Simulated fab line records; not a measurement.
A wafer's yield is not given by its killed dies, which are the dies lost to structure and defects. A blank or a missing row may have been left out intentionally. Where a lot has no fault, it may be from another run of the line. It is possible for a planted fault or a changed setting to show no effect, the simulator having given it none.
fab line records	flow sfq-line
record lots=6	wafers=18	last-day=92
route steps=325 shown M2@92 I2@103 M3@118
lots untouched by any fault: they come from a run of this same line in which no faults occurred
start-h: hours from the record's first day to the start of the lot's first wafer shown	wait-h: hours from the lot's prior step to this one	" the same as in the row above	L1.1+2: one row covering several wafers at once	- either no value or no given start	* or withheld: withheld	< > ~ a bound
route shown NAME@n: NAME is a module with steps in the file, n the number in the route of the first one	usual: mean/standard deviation taken from wafers without a fault	same: alike in all rows	chamber/n: place in a boat	sites: per-site readings	_std_site: standard deviation across them	_edge_site: inner sites' mean taken away from outer sites' mean	radius-mm: how far each site lies from the wafer's centre	mask NAME#n: copy n	behind: the tool/chamber that last shaped the wafer	hold: the reason the lot was held/the length of the hold in hours/how it ended	device: transistor that didn't switch, given as n, p or np	end of line: the same wafers' tests at the end of the route	a step given without rows: its recipe and nothing more	killed: dies that structure and defects cost at the first sort, which is not the same as the wafer's yield	map: per-die view of a wafer (x killed, . not killed, _ where there is no die)
set.NAME: setting as actually run; set.NAME@STEP: the setting as run at that earlier step	model.NAME: the simulator's own value behind a step, which no gauge read
certain route steps with their lots: each step a table, each wafer a row
services: the hour from which a tool's chamber was out of use, counted from the record's first day as start-h (under 0 if before that day), plus the number of hours and why
## steps
# step SFQ_TRILAYER_M2_LITHO_COAT_062
# recipe resist=BARC	spin-rpm=3000	resist-thk-nm=62
# step SFQ_TRILAYER_M2_LITHO_COAT_057
# recipe resist=KrF	spin-rpm=3000	resist-thk-nm=600
# step SFQ_TRILAYER_M2_LITHO_SOFTBAKE_061
# recipe temp-c=withheld	time-s=withheld	resist=KrF
# step SFQ_TRILAYER_M2_LITHO_EXPOSE_058
# recipe mask-id=M2	na=0.6	source-shape=conventional	sigma-outer=0.65	target-cd-nm=500	dose-mj=14.4
# step SFQ_TRILAYER_M2_LITHO_PEB_060
# recipe peb-temp-c=115	peb-time-s=60	resist=KrF
# step SFQ_TRILAYER_M2_LITHO_DEVELOP_059
# recipe time-s=60	resist=KrF
# step SFQ_M2_OVL_MEAS_916
# usual M2_OVL=-2/5.8
lot.wafer	tool	chamber	start-h	wait-h	M2_OVL[nm]
L514.1	overlay-01	-	942.79	0.1	1
L514.2	"	-	"	"	4
L514.4	"	-	"	"	5
L515.1	overlay-02	-	957.11	0.1	4
L515.3	"	-	"	"	9
L515.5	"	-	"	"	-2
L520.1	overlay-01	-	1009.48	0.1	-9
L520.2	"	-	"	"	-8
L520.3	"	-	"	"	4
L521.1	overlay-01	-	1016.68	0.1	5
L521.3	"	-	"	"	-3
L521.4	"	-	"	"	-1
L527.2	overlay-01	-	1076.10	0.1	-2
L527.3	"	-	"	"	1
L527.5	"	-	"	"	-1
L530.2	overlay-02	-	1095.30	0.1	-6
L530.4	"	-	"	"	-7
L530.6	"	-	"	"	-6
# step SFQ_TRILAYER_M2_BARC_OPEN_METAL_ETCH_077
# recipe mask-material=PR	chemistry=O2	target-depth-nm=125	target=BARC	icp-w=600	bias-w=80	pressure-mtorr=10	time-s=41.7
# usual drypump-motor-current-A=5.54/0.23	oes-product-au=0.685/0.0043
lot.wafer	tool	chamber	start-h	wait-h	drypump-motor-current-A	oes-product-au	rf-hours-counter-h
L514.1	rie-metal-03	0	942.83	0.0	5.59	0.682	47
L514.2	"	1	"	"	5.33	0.684	63
L514.4	"	0	"	"	5.58	0.688	-
L515.1	rie-metal-01	0	957.14	0.0	5.81	0.686	18
L515.3	"	1	"	"	5.72	0.684	-
L515.5	"	0	"	"	5.82	0.684	-
L520.1	rie-metal-01	0	1009.52	0.0	5.82	0.689	24
L520.2	"	1	"	"	5.69	0.683	102
L520.3	"	0	"	"	5.81	0.685	-
L521.1	rie-metal-04	0	1016.72	0.0	5.17	0.679	92
L521.3	"	1	"	"	5.34	0.683	-
L521.4	"	0	"	"	5.17	0.677	-
L527.2	rie-metal-03	0	1076.13	0.0	5.58	0.680	63
L527.3	"	1	"	"	5.34	0.681	-
L527.5	"	1	"	"	5.35	0.680	-
L530.2	rie-metal-03	0	1095.33	0.0	5.60	0.688	65
L530.4	"	0	"	"	5.55	0.684	-
L530.6	"	1	"	"	5.36	0.687	-
# step SFQ_TRILAYER_M2_ETCH_METAL_ETCH_060
# recipe target=Nb	stop-on=SiO2	mask-material=PR	chemistry=Cl2/Ar	target-depth-nm=240	icp-w=600	bias-w=80	pressure-mtorr=10	time-s=120
# usual drypump-motor-current-A=5.54/0.23	oes-product-au=0.892/0.0067
lot.wafer	tool	chamber	start-h	wait-h	drypump-motor-current-A	oes-product-au	rf-hours-counter-h
L514.1	rie-metal-03	0	942.89	0.0	5.59	0.885	47
L514.2	"	1	"	"	5.34	0.889	63
L514.4	"	0	"	"	5.55	0.895	-
L515.1	rie-metal-01	0	957.20	0.0	5.80	0.893	18
L515.3	"	1	"	"	5.72	0.888	-
L515.5	"	0	"	"	5.78	0.892	-
L520.1	rie-metal-01	0	1009.58	0.0	5.80	0.890	24
L520.2	"	1	"	"	5.74	0.894	102
L520.3	"	0	"	"	5.82	0.893	-
L521.1	rie-metal-04	0	1016.78	0.0	5.17	0.909	92
L521.3	"	1	"	"	5.31	0.903	-
L521.4	"	0	"	"	5.17	0.903	-
L527.2	rie-metal-03	0	1076.19	0.0	5.62	0.900	63
L527.3	"	1	"	"	5.32	0.902	-
L527.5	"	1	"	"	5.32	0.889	-
L530.2	rie-metal-03	0	1095.39	0.0	5.62	0.893	65
L530.4	"	0	"	"	5.64	0.878	-
L530.6	"	1	"	"	5.32	0.888	-
# step SFQ_TRILAYER_M2_STRIP_STRIP_061
# recipe gas=O2	power-w=200	platen-temp-c=40	overash-fraction=0.65	chemistry=O2	pressure-mtorr=50
# usual drypump-motor-current-A=5.54/0.23	oes-product-au=1.000/0.0065
lot.wafer	tool	chamber	start-h	wait-h	drypump-motor-current-A	oes-product-au	rf-hours-counter-h
L514.1	rie-metal-03	0	943.01	0.1	5.57	0.999	47
L514.2	"	1	"	"	5.32	0.994	64
L514.4	"	0	"	"	5.65	0.996	-
L515.1	rie-metal-01	0	957.33	0.1	5.83	1.002	18
L515.3	"	1	"	"	5.70	0.997	-
L515.5	"	0	"	"	5.79	0.993	-
L520.1	rie-metal-01	0	1009.70	0.1	5.81	1.004	24
L520.2	"	1	"	"	5.71	0.985	103
L520.3	"	0	"	"	5.80	1.004	-
L521.1	rie-metal-04	0	1016.90	0.1	5.17	0.994	92
L521.3	"	1	"	"	5.34	1.006	-
L521.4	"	0	"	"	5.17	0.996	-
L527.2	rie-metal-03	0	1076.32	0.1	5.61	0.998	63
L527.3	"	1	"	"	5.33	0.993	-
L527.5	"	1	"	"	5.34	1.006	-
L530.2	rie-metal-03	0	1095.52	0.1	5.58	0.988	65
L530.4	"	0	"	"	5.58	0.999	-
L530.6	"	1	"	"	5.31	1.003	-
# step SFQ_TRILAYER_M2_STRIP_SOLV_CLEAN_062
# recipe chemistry=NMP	temp-c=70	time-s=600
# step SFQ_TRILAYER_I2_DEP_PECVD_063
# recipe material=SiO2	temp-c=150	time-s=111.11	pressure-torr=2.4	rf-w=183.3	precursor=SiH4/N2O	target-thk-nm=500
# step SFQ_TRILAYER_I2_CMP_CMP_064
# recipe material=SiO2	down-force-psi=3	platen-rpm=60	pad-velocity-m-s=0.94248
# usual motor-current-A=10.8/0.7	time-to-endpoint-s=217/7.5
lot.wafer	tool	chamber	start-h	wait-h	motor-current-A	time-to-endpoint-s	model.SiO2_of_TRILAYER_I2_DEP_PECVD_063.thk-nm
L514.4	cmp-02	1	944.48	0.6	10.7	225	202.6
L514.2	"	2	"	"	10.8	214	201.9
L514.1	"	3	"	"	11.1	220	202.7
L515.1	cmp-02	0	958.30	0.2	11.6	212	200.2
L515.3	"	2	959.30	1.2	10.3	213	200.2
L515.5	"	0	960.30	2.1	11.6	223	199.7
L520.1	cmp-02	2	1011.06	0.5	10.9	191	219.1
L520.3	"	3	"	"	10.9	203	200.4
L520.2	"	0	"	"	11.0	212	200.3
L521.1	cmp-02	2	1017.76	0.0	10.2	191	221.2
L521.4	"	3	"	"	11.5	222	202
L521.3	"	1	1019.26	1.5	11.0	211	201.2
L527.2	cmp-01	3	1077.67	0.5	10.5	209	199.4
L527.3	"	0	"	"	11.6	203	199.3
L527.5	"	3	1079.67	2.5	10.0	213	199.6
L530.2	cmp-02	3	1096.91	0.6	10.5	214	200.5
L530.4	"	1	1097.91	1.5	11.1	217	200.7
L530.6	"	3	1098.91	2.5	11.2	224	201
# step SFQ_I2_BOW_MEAS_917
# recipe mode=bow
# usual I2_BOW=1/9
lot.wafer	tool	chamber	start-h	wait-h	I2_BOW[um]
L514.1	film-metro-01	-	947.48	1.5	-2
L514.2	"	-	"	"	-3
L514.4	"	-	"	"	6
L515.1	film-metro-01	-	961.30	2.5	6
L515.3	"	-	"	"	11
L515.5	"	-	"	"	-9
L520.1	film-metro-04	-	1013.56	2.0	-8
L520.2	"	-	"	"	-2
L520.3	"	-	"	"	-1
L521.1	film-metro-04	-	1020.76	2.5	1
L521.3	"	-	"	"	-2
L521.4	"	-	"	"	11
L527.2	film-metro-04	-	1080.19	2.0	-7
L527.3	"	-	"	"	-7
L527.5	"	-	"	"	6
L530.2	film-metro-01	-	1099.43	2.0	-2
L530.4	"	-	"	"	2
L530.6	"	-	"	"	-6
# step SFQ_TRILAYER_I2_METRO_MEASURE_065
# usual thk-nm=200.4/0.89
lot.wafer	tool	chamber	start-h	wait-h	thk-nm
L514.1	film-metro-01	-	947.60	0.1	202.8
L514.2	"	-	"	"	201.9
L514.4	"	-	"	"	202.6
L515.1	film-metro-01	-	961.42	0.1	200.2
L515.3	"	-	"	"	200.3
L515.5	"	-	"	"	199.8
L520.1	film-metro-04	-	1013.68	0.1	219.0
L520.2	"	-	"	"	200.2
L520.3	"	-	"	"	200.5
L521.1	film-metro-04	-	1020.88	0.1	221.2
L521.3	"	-	"	"	201.3
L521.4	"	-	"	"	202.1
L527.2	film-metro-04	-	1080.49	0.3	199.7
L527.3	"	-	"	"	199.3
L527.5	"	-	"	"	199.5
L530.2	film-metro-01	-	1099.73	0.3	200.5
L530.4	"	-	"	"	200.8
L530.6	"	-	"	"	201.0
# step SFQ_TRILAYER_I2_VIA_LITHO_COAT_072
# recipe resist=BARC	spin-rpm=3000	resist-thk-nm=62
# step SFQ_TRILAYER_I2_VIA_LITHO_COAT_067
# recipe resist=KrF	spin-rpm=3000	resist-thk-nm=650
# step SFQ_TRILAYER_I2_VIA_LITHO_SOFTBAKE_071
# recipe temp-c=withheld	time-s=withheld	resist=KrF
# step SFQ_TRILAYER_I2_VIA_LITHO_EXPOSE_068
# recipe mask-id=I2	na=0.6	source-shape=conventional	sigma-outer=0.65	target-cd-nm=500	dose-mj=21.3
# step SFQ_TRILAYER_I2_VIA_LITHO_PEB_070
# recipe peb-temp-c=115	peb-time-s=60	resist=KrF
# step SFQ_TRILAYER_I2_VIA_LITHO_DEVELOP_069
# recipe time-s=60	resist=KrF
# step SFQ_I2_OVL_MEAS_918
# usual I2_OVL=-4/5.9
lot.wafer	tool	chamber	start-h	wait-h	I2_OVL[nm]
L514.1	overlay-01	-	951.11	0.1	0
L514.2	"	-	"	"	-1
L514.4	"	-	"	"	-5
L515.1	overlay-01	-	989.08	0.1	-9
L515.3	"	-	"	"	-15
L515.5	"	-	"	"	-3
L520.1	overlay-02	-	1021.61	0.1	-7
L520.2	"	-	"	"	-12
L520.3	"	-	"	"	-11
L521.1	overlay-02	-	1025.33	0.1	4
L521.3	"	-	"	"	0
L521.4	"	-	"	"	-7
L527.2	overlay-01	-	1095.94	0.1	0
L527.3	"	-	"	"	-4
L527.5	"	-	"	"	-2
L530.2	overlay-01	-	1107.49	0.1	1
L530.4	"	-	"	"	3
L530.6	"	-	"	"	2
# step SFQ_TRILAYER_I2_VIA_BARC_OPEN_VIA_ETCH_096
# recipe mask-material=PR	chemistry=O2	target-depth-nm=125	target=BARC	source-w=500	bias-w=80	pressure-mtorr=30	time-s=41.7
# step SFQ_TRILAYER_I2_VIA_ETCH_VIA_ETCH_070
# recipe target=SiO2	stop-on=Nb	mask-material=PR	taper-deg=20	chemistry=CHF3	target-depth-nm=260	source-w=500	bias-w=80	pressure-mtorr=30	time-s=withheld
# usual drypump-motor-current-A=5.9/0.45	oes-product-au=0.855/0.0047
lot.wafer	tool	chamber	start-h	wait-h	drypump-motor-current-A	oes-product-au	model.etch.depth-nm	model.I2.feature-depth-nm
L514.1	rie-diel-01	2	951.18	0.0	5.9	0.863	202.7	202.7
L514.2	"	0	"	"	5.6	0.859	201.9	201.9
L514.4	"	1	"	"	6.7	0.859	202.6	202.6
L515.1	rie-diel-04	2	989.16	0.0	5.1	0.856	200.2	200.2
L515.3	"	0	"	"	5.8	0.862	200.2	200.2
L515.5	"	0	"	"	5.8	0.860	199.7	199.7
L520.1	rie-diel-04	2	1021.68	0.0	5.1	0.902	219.1	219.1
L520.2	"	3	"	"	6.1	0.854	200.3	200.3
L520.3	"	0	"	"	5.7	0.856	200.4	200.4
L521.1	rie-diel-01	1	1025.41	0.0	6.7	0.910	221.2	221.2
L521.3	"	3	"	"	6.3	0.867	201.2	201.2
L521.4	"	0	"	"	5.6	0.852	202	202
L527.2	rie-diel-04	0	1096.01	0.0	5.8	0.850	199.4	199.4
L527.3	"	2	"	"	5.1	0.860	199.3	199.3
L527.5	"	0	"	"	5.8	0.859	199.6	199.6
L530.2	rie-diel-04	0	1107.56	0.0	5.8	0.858	200.5	200.5
L530.4	"	2	"	"	5.1	0.852	200.7	200.7
L530.6	"	0	"	"	5.7	0.854	201	201
# step SFQ_TRILAYER_I2_VIA_STRIP_STRIP_071
# recipe gas=O2	power-w=200	platen-temp-c=40	overash-fraction=0.65	chemistry=O2	pressure-mtorr=50
# usual drypump-motor-current-A=5.48/0.26	oes-product-au=0.999/0.0077
lot.wafer	tool	chamber	start-h	wait-h	drypump-motor-current-A	oes-product-au	rf-hours-counter-h
L514.1	rie-metal-04	0	951.30	-	5.16	1.008	84
L514.2	"	1	"	"	5.33	1.000	67
L514.4	"	1	"	"	5.33	1.004	-
L515.1	rie-metal-03	1	989.27	-	5.32	0.998	69
L515.3	"	1	"	"	5.32	1.006	-
L515.5	"	1	"	"	5.31	1.005	-
L520.1	rie-metal-02	1	1021.80	-	5.74	0.998	23
L520.2	"	0	"	"	6.02	1.015	52
L520.3	"	0	"	"	6.02	1.006	-
L521.1	rie-metal-03	0	1025.52	-	5.61	0.990	57
L521.3	"	0	"	"	5.63	0.990	-
L521.4	"	1	"	"	5.31	0.996	-
L527.2	rie-metal-02	0	1096.12	-	6.02	1.005	61
L527.3	"	1	"	"	5.79	1.004	-
L527.5	"	1	"	"	5.76	1.015	-
L530.2	rie-metal-04	0	1107.67	-	5.18	0.994	104
L530.4	"	0	"	"	5.16	1.000	-
L530.6	"	0	"	"	5.17	0.997	-
# step SFQ_TRILAYER_I2_VIA_STRIP_SOLV_CLEAN_072
# recipe chemistry=NMP	temp-c=70	time-s=600
# step SFQ_TRILAYER_M3_DEP_PRE_CLEAN_074
# recipe gas=Ar	time-s=22.5	bias-v=250
lot.wafer	tool	chamber	start-h	wait-h	model.SiO2_of_TRILAYER_I2_DEP_PECVD_063.thk-nm
L514.1	pvd-sputter-04	-	952.07	0.0	195.2
L514.2	"	-	"	"	194.4
L514.4	"	-	"	"	195.1
L515.1+3	pvd-sputter-05	-	990.05	0.0	192.7
L515.5	"	-	"	"	192.2
L520.1	pvd-sputter-03	-	1022.57	0.0	211.6
L520.2	"	-	"	"	192.8
L520.3	"	-	"	"	192.9
L521.1	pvd-sputter-03	-	1026.30	0.0	213.7
L521.3	"	-	"	"	193.7
L521.4	"	-	"	"	194.5
L527.2	pvd-sputter-03	-	1096.89	0.0	191.9
L527.3	"	-	"	"	191.8
L527.5	"	-	"	"	192.1
L530.2	pvd-sputter-03	-	1108.44	0.0	193
L530.4	"	-	"	"	193.2
L530.6	"	-	"	"	193.5
# step SFQ_TRILAYER_M3_DEP_SPUTTER_073
# recipe material=Nb	base-pressure-pa=1.33e-06	chamber-pressure-pa=0.1333	substrate-temp-c=20	resputter-cathode-voltage-v=400	target-thk-nm=200	power-w=2000	time-s=133.3
# usual throttle-valve-pct=29.9/0.96
lot.wafer	tool	chamber	start-h	wait-h	throttle-valve-pct
L514.1	pvd-sputter-04	-	952.10	0.0	30.6
L514.2	"	-	"	"	29.2
L514.4	"	-	"	"	28.7
L515.1	pvd-sputter-05	-	990.07	0.0	29.5
L515.3	"	-	"	"	30.3
L515.5	"	-	"	"	30.4
L520.1	pvd-sputter-03	-	1022.60	0.0	29.6
L520.2	"	-	"	"	30.9
L520.3	"	-	"	"	32.1
L521.1	pvd-sputter-03	-	1026.32	0.0	31.4
L521.3	"	-	"	"	31.9
L521.4	"	-	"	"	29.5
L527.2	pvd-sputter-03	-	1096.92	0.0	29.5
L527.3	"	-	"	"	31.7
L527.5	"	-	"	"	29.6
L530.2	pvd-sputter-03	-	1108.47	0.0	29.4
L530.4	"	-	"	"	31.5
L530.6	"	-	"	"	29.8
## services
tool	chamber	start-h	hours	kind
rie-diel-04	3	919.52	3.3	repair
pvd-sputter-03	-	920.92	4.6	repair
rie-diel-04	-	926.76	0.6	repair
cmp-02	-	928.33	0.3	repair
film-metro-04	-	929.68	1.7	pm
pvd-sputter-03	-	935.51	3.1	repair
rie-diel-04	1	939.19	7.1	repair
rie-metal-04	-	945.19	0.2	repair
cmp-02	-	949.88	5.4	pm
cmp-02	-	961.81	15.5	pm
film-metro-01	-	974.18	10.6	repair
film-metro-04	-	975.41	0.3	pm
cmp-02	-	977.30	6.7	pm
rie-metal-03	-	982.92	0.6	repair
rie-diel-04	0	997.56	9.6	repair
film-metro-01	-	999.17	1.9	pm
rie-metal-03	0	1014.13	8.9	repair
rie-diel-04	-	1047.65	15.6	pm
rie-metal-04	0	1058.15	8.0	repair
film-metro-04	-	1059.73	0.6	pm
film-metro-04	-	1061.78	0.2	pm
rie-diel-04	-	1078.26	0.4	repair
cmp-02	-	1088.57	4.0	pm
rie-diel-04	0	1104.06	3.3	repair
## key
first-sign step=SFQ_TRILAYER_I2_METRO_MEASURE_065	reading=thk-nm	direction=up	sigmas=22	usual=200.4	struck=220.1
effect step=SFQ_TRILAYER_I2_VIA_ETCH_VIA_ETCH_070	reading=oes-product-au	direction=up	sigmas=11	usual=0.855	struck=0.906
model-effect step=SFQ_TRILAYER_I2_CMP_CMP_064	value=SiO2_of_TRILAYER_I2_DEP_PECVD_063.thk-nm	without=200.1	struck=220.1
model-effect step=SFQ_TRILAYER_I2_VIA_ETCH_VIA_ETCH_070	value=etch.depth-nm	without=200.1	struck=220.1
model-effect step=SFQ_TRILAYER_M3_DEP_PRE_CLEAN_074	value=SiO2_of_TRILAYER_I2_DEP_PECVD_063.thk-nm	without=192.6	struck=212.6
met-at SFQ_TRILAYER_I2_CMP_CMP_064
struck-wafers L520.1,L521.1
onset-between 958.30 1011.06
fault kind=process-parameter-drift	tool=cmp-02	chamber=2	onset-h=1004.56	steps=SFQ_TRILAYER_I2_CMP_CMP_064	channel=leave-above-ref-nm	offset=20	shape=step	end-h=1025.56	acts-in=these-recipes-only	stated=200
